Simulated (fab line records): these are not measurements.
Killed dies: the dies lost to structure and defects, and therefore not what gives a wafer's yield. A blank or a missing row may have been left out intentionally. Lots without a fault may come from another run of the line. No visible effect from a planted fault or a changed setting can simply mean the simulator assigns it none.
Which tool was responsible? + flow sky130 + 24 lots, 72 wafers sampled, at 5 steps of a route of 708

WHAT THE GAUGES READ, wafer by wafer
SKY_CAP2M_OVL_MEAS_12.
| lot  | measured     | on         | CAP2M_OVL (nm) |
|------|--------------|------------|----------------|
| L074 | day 40 19:04 | overlay-01 | -1.2 -2.3 -0.1 |
| L075 | day 41 14:29 | overlay-02 | 2.7 1.7 1.1    |
| L076 | day 41 19:19 | overlay-02 | 2.1 1.3 1.3    |
| L077 | day 41 22:41 | overlay-01 | 2.1 2.4 0.4    |
| L078 | day 42 05:16 | overlay-01 | -0.1 -0.1 -1.2 |
| L079 | day 42 14:37 | overlay-02 | 2.4 0.5 1.2    |
| L080 | day 42 15:31 | overlay-02 | 1.2 1.2 3.8    |
| L081 | day 43 02:04 | overlay-02 | 3.3 2.2 2.0    |
| L082 | day 43 12:25 | overlay-02 | -1.0 -0.8 -0.4 |
| L083 | day 43 14:55 | overlay-01 | 0.0 0.5 1.1    |
| L084 | day 43 23:40 | overlay-01 | -1.2 2.0 -0.6  |
| L085 | day 44 04:01 | overlay-01 | 0.0 0.8 1.0    |
| L086 | day 44 10:01 | overlay-02 | -0.6 -1.0 -0.8 |
| L087 | day 44 16:28 | overlay-01 | 1.2 2.5 1.2    |
| L088 | day 45 00:28 | overlay-01 | 0.9 2.9 1.6    |
| L089 | day 45 08:38 | overlay-02 | -0.6 0.6 0.2   |
| L090 | day 45 12:16 | overlay-01 | 0.6 1.4 0.4    |
| L091 | day 45 17:05 | overlay-02 | 3.0 0.6 2.9    |
| L092 | day 45 22:46 | overlay-01 | -1.0 0.6 -1.0  |
| L093 | day 46 00:10 | overlay-02 | 1.1 0.7 1.0    |
| L094 | day 46 06:10 | overlay-01 | 3.3 4.5 3.0    |
| L095 | day 46 11:34 | overlay-01 | 0.7 1.3 2.2    |
| L096 | day 46 15:59 | overlay-01 | 0.1 0.6 -0.3   |
| L097 | day 46 23:47 | overlay-01 | 0.8 0.6 -0.1   |

TOOL THAT RAN EACH LOT (tool first, then ch and the chambers of the sampled wafers, then the start)
| lot  | SKY_LI_CONTACT_SPUTTER_20    | SKY_METAL1_SPUTTER_04        | SKY_VIA1_ETCH_15                   | SKY_METAL4_SPUTTER_04        |
|------|------------------------------|------------------------------|------------------------------------|------------------------------|
| L074 | pvd_sputter-03, day 29 05:40 | pvd_sputter-04, day 31 17:31 | rie_diel-02 ch 0,1,2, day 34 02:04 | pvd_sputter-03, day 39 16:56 |
| L075 | pvd_sputter-04, day 30 04:32 | pvd_sputter-01, day 32 14:17 | rie_diel-01 ch 0,2, day 34 21:04   | pvd_sputter-04, day 40 13:32 |
| L076 | pvd_sputter-03, day 30 09:12 | pvd_sputter-01, day 32 20:47 | rie_diel-02 ch 0,1,3, day 35 03:04 | pvd_sputter-02, day 40 18:57 |
| L077 | pvd_sputter-03, day 30 12:10 | pvd_sputter-04, day 32 23:29 | rie_diel-01 ch 0,1,2, day 35 06:38 | pvd_sputter-03, day 40 22:12 |
| L078 | pvd_sputter-01, day 30 21:31 | pvd_sputter-02, day 33 07:23 | rie_diel-03 ch 0,2,3, day 35 14:07 | pvd_sputter-02, day 41 05:08 |
| L079 | pvd_sputter-04, day 31 08:10 | pvd_sputter-04, day 33 17:17 | rie_diel-02 ch 0,1,3, day 35 23:25 | pvd_sputter-04, day 41 15:19 |
| L080 | pvd_sputter-01, day 31 10:55 | pvd_sputter-04, day 33 20:29 | rie_diel-03 ch 0,1,3, day 36 02:28 | pvd_sputter-03, day 41 15:48 |
| L081 | pvd_sputter-03, day 31 22:16 | pvd_sputter-01, day 34 07:17 | rie_diel-03 ch 0,1,3, day 36 13:58 | pvd_sputter-02, day 42 03:14 |
| L082 | pvd_sputter-04, day 32 10:50 | pvd_sputter-04, day 34 20:21 | rie_diel-01 ch 1,3, day 37 02:10   | pvd_sputter-04, day 42 13:41 |
| L083 | pvd_sputter-03, day 32 11:49 | pvd_sputter-04, day 34 21:26 | rie_diel-03 ch 0,1,2, day 37 02:31 | pvd_sputter-02, day 42 15:25 |
| L084 | pvd_sputter-03, day 32 20:58 | pvd_sputter-01, day 35 04:59 | rie_diel-01 ch 0,2, day 37 10:43   | pvd_sputter-03, day 43 00:36 |
| L085 | pvd_sputter-03, day 33 06:25 | pvd_sputter-02, day 35 14:59 | rie_diel-01 ch 0,1,3, day 37 19:22 | pvd_sputter-04, day 43 06:01 |
| L086 | pvd_sputter-01, day 33 14:16 | pvd_sputter-02, day 35 21:55 | rie_diel-03 ch 2,3, day 38 01:19   | pvd_sputter-03, day 43 11:55 |
| L087 | pvd_sputter-01, day 33 18:53 | pvd_sputter-02, day 36 03:35 | rie_diel-01 ch 1,2, day 38 07:49   | pvd_sputter-04, day 43 17:54 |
| L088 | pvd_sputter-03, day 34 02:53 | pvd_sputter-02, day 36 10:47 | rie_diel-03 ch 1,2,3, day 38 15:07 | pvd_sputter-02, day 44 01:41 |
| L089 | pvd_sputter-03, day 34 15:01 | pvd_sputter-01, day 36 23:16 | rie_diel-03 ch 0,1,2, day 39 02:52 | pvd_sputter-04, day 44 10:31 |
| L090 | pvd_sputter-04, day 34 19:07 | pvd_sputter-04, day 37 02:44 | rie_diel-01 ch 0,2,3, day 39 06:13 | pvd_sputter-04, day 44 14:13 |
| L091 | pvd_sputter-01, day 35 00:22 | pvd_sputter-01, day 37 07:44 | rie_diel-02 ch 0,3, day 39 11:49   | pvd_sputter-04, day 44 19:19 |
| L092 | pvd_sputter-03, day 35 05:29 | pvd_sputter-01, day 37 13:01 | rie_diel-03 ch 1,2,3, day 39 16:55 | pvd_sputter-02, day 45 01:02 |
| L093 | pvd_sputter-04, day 35 09:43 | pvd_sputter-02, day 37 16:33 | rie_diel-02 ch 1,3, day 39 19:34   | pvd_sputter-03, day 45 02:50 |
| L094 | pvd_sputter-04, day 35 16:29 | pvd_sputter-04, day 38 00:23 | rie_diel-02 ch 0,1,2, day 40 04:07 | pvd_sputter-04, day 45 09:23 |
| L095 | pvd_sputter-04, day 35 23:52 | pvd_sputter-01, day 38 06:03 | rie_diel-03 ch 0,1,2, day 40 09:34 | pvd_sputter-04, day 45 15:10 |
| L096 | pvd_sputter-04, day 36 04:34 | pvd_sputter-01, day 38 11:12 | rie_diel-01 ch 0,1,3, day 40 16:07 | pvd_sputter-03, day 45 19:02 |
| L097 | pvd_sputter-03, day 36 13:19 | pvd_sputter-01, day 38 21:02 | rie_diel-01 ch 0,1,3, day 41 01:58 | pvd_sputter-04, day 46 02:47 |
- SKY_LI_CONTACT_SPUTTER_20: material TiN, target thk 20 nm, time 80 s.
- SKY_METAL1_SPUTTER_04: material TiN, target thk 70 nm, time 58.3 s.
- SKY_VIA1_ETCH_15: etches SiO2 in C4F8/O2/Ar, stops on TiN, target depth 351 nm, time 54 s.
- SKY_METAL4_SPUTTER_04: material TiN, target thk 70 nm, time 58.3 s.

WHAT THE TOOLS THEMSELVES READ (means of the sampled wafers that have a number; where no wafer has one, the mark that the record gives instead)
SKY_LI_CONTACT_SPUTTER_20.
| lot  | tool           | throttle_valve_pct (%) |
|------|----------------|------------------------|
| L074 | pvd_sputter-03 | 29.0                   |
| L075 | pvd_sputter-04 | 30.5                   |
| L076 | pvd_sputter-03 | 29.3                   |
| L077 | pvd_sputter-03 | 29.6                   |
| L078 | pvd_sputter-01 | 31.0                   |
| L079 | pvd_sputter-04 | 30.7                   |
| L080 | pvd_sputter-01 | 30.5                   |
| L081 | pvd_sputter-03 | 28.8                   |
| L082 | pvd_sputter-04 | 30.4                   |
| L083 | pvd_sputter-03 | 29.4                   |
| L084 | pvd_sputter-03 | 29.4                   |
| L085 | pvd_sputter-03 | 29.3                   |
| L086 | pvd_sputter-01 | 30.4                   |
| L087 | pvd_sputter-01 | 30.2                   |
| L088 | pvd_sputter-03 | 29.4                   |
| L089 | pvd_sputter-03 | 29.5                   |
| L090 | pvd_sputter-04 | 30.5                   |
| L091 | pvd_sputter-01 | 29.7                   |
| L092 | pvd_sputter-03 | 29.7                   |
| L093 | pvd_sputter-04 | 29.7                   |
| L094 | pvd_sputter-04 | 30.2                   |
| L095 | pvd_sputter-04 | 29.9                   |
| L096 | pvd_sputter-04 | 30.2                   |
| L097 | pvd_sputter-03 | 29.3                   |

SKY_METAL1_SPUTTER_04.
| lot  | tool           | throttle_valve_pct (%) |
|------|----------------|------------------------|
| L074 | pvd_sputter-04 | 30.3                   |
| L075 | pvd_sputter-01 | 30.8                   |
| L076 | pvd_sputter-01 | 30.6                   |
| L077 | pvd_sputter-04 | 30.5                   |
| L078 | pvd_sputter-02 | 29.1                   |
| L079 | pvd_sputter-04 | 31.3                   |
| L080 | pvd_sputter-04 | 30.2                   |
| L081 | pvd_sputter-01 | 29.8                   |
| L082 | pvd_sputter-04 | 30.5                   |
| L083 | pvd_sputter-04 | 30.8                   |
| L084 | pvd_sputter-01 | 30.6                   |
| L085 | pvd_sputter-02 | 29.7                   |
| L086 | pvd_sputter-02 | 29.7                   |
| L087 | pvd_sputter-02 | 30.4                   |
| L088 | pvd_sputter-02 | 29.9                   |
| L089 | pvd_sputter-01 | 30.9                   |
| L090 | pvd_sputter-04 | 30.9                   |
| L091 | pvd_sputter-01 | 30.8                   |
| L092 | pvd_sputter-01 | 29.9                   |
| L093 | pvd_sputter-02 | 29.7                   |
| L094 | pvd_sputter-04 | 29.9                   |
| L095 | pvd_sputter-01 | 30.2                   |
| L096 | pvd_sputter-01 | 31.1                   |
| L097 | pvd_sputter-01 | 31.1                   |

SKY_VIA1_ETCH_15.
| lot  | tool        | oes_product_au (a.u.) |
|------|-------------|-----------------------|
| L074 | rie_diel-02 | 0.970                 |
| L075 | rie_diel-01 | 0.974                 |
| L076 | rie_diel-02 | 0.974                 |
| L077 | rie_diel-01 | 0.973                 |
| L078 | rie_diel-03 | 0.972                 |
| L079 | rie_diel-02 | 0.975                 |
| L080 | rie_diel-03 | 0.975                 |
| L081 | rie_diel-03 | 0.974                 |
| L082 | rie_diel-01 | 0.977                 |
| L083 | rie_diel-03 | 0.982                 |
| L084 | rie_diel-01 | 0.972                 |
| L085 | rie_diel-01 | 0.971                 |
| L086 | rie_diel-03 | 0.974                 |
| L087 | rie_diel-01 | 0.977                 |
| L088 | rie_diel-03 | 0.974                 |
| L089 | rie_diel-03 | 0.980                 |
| L090 | rie_diel-01 | 0.972                 |
| L091 | rie_diel-02 | 0.977                 |
| L092 | rie_diel-03 | 0.974                 |
| L093 | rie_diel-02 | 0.973                 |
| L094 | rie_diel-02 | 0.972                 |
| L095 | rie_diel-03 | 0.976                 |
| L096 | rie_diel-01 | 0.975                 |
| L097 | rie_diel-01 | 0.975                 |

SKY_METAL4_SPUTTER_04.
| lot  | tool           | throttle_valve_pct (%) |
|------|----------------|------------------------|
| L074 | pvd_sputter-03 | 29.2                   |
| L075 | pvd_sputter-04 | 29.7                   |
| L076 | pvd_sputter-02 | 29.9                   |
| L077 | pvd_sputter-03 | 28.8                   |
| L078 | pvd_sputter-02 | 29.7                   |
| L079 | pvd_sputter-04 | 30.6                   |
| L080 | pvd_sputter-03 | 29.1                   |
| L081 | pvd_sputter-02 | 29.9                   |
| L082 | pvd_sputter-04 | 30.0                   |
| L083 | pvd_sputter-02 | 29.8                   |
| L084 | pvd_sputter-03 | 29.7                   |
| L085 | pvd_sputter-04 | 30.7                   |
| L086 | pvd_sputter-03 | 29.2                   |
| L087 | pvd_sputter-04 | 30.4                   |
| L088 | pvd_sputter-02 | 29.8                   |
| L089 | pvd_sputter-04 | 30.1                   |
| L090 | pvd_sputter-04 | 30.7                   |
| L091 | pvd_sputter-04 | 30.0                   |
| L092 | pvd_sputter-02 | 29.2                   |
| L093 | pvd_sputter-03 | 29.3                   |
| L094 | pvd_sputter-04 | 29.9                   |
| L095 | pvd_sputter-04 | 30.6                   |
| L096 | pvd_sputter-03 | 29.6                   |
| L097 | pvd_sputter-04 | 29.5                   |

THE ANSWER, worked out from the rows above alone
Rule: what is usual is taken from the lots themselves. Put in order of their means at a reading, lots are off if they are a third of the lots or fewer, leave a main group of 4 or more, and stand apart from it by a gap of 3 or more times the standard deviation of the main group's means; of several such gaps the widest counts. Not used: any main group whose means are identical at the precision the tables above print for the reading. A lot without any number at a reading at which 4 lots or more have one is off too. Any other lot the step has rows for is counted as sound. First the gauges in route order, then the tools' own readings, where a lot's mean is used as printed above. The first step at which some lot is off is used, and at that step the reading that is off furthest; a lot without a number counts as furthest.
No lot is off on any of the readings shown, so nothing can be concluded from this.

WHAT THE SIMULATOR HAD INSERTED
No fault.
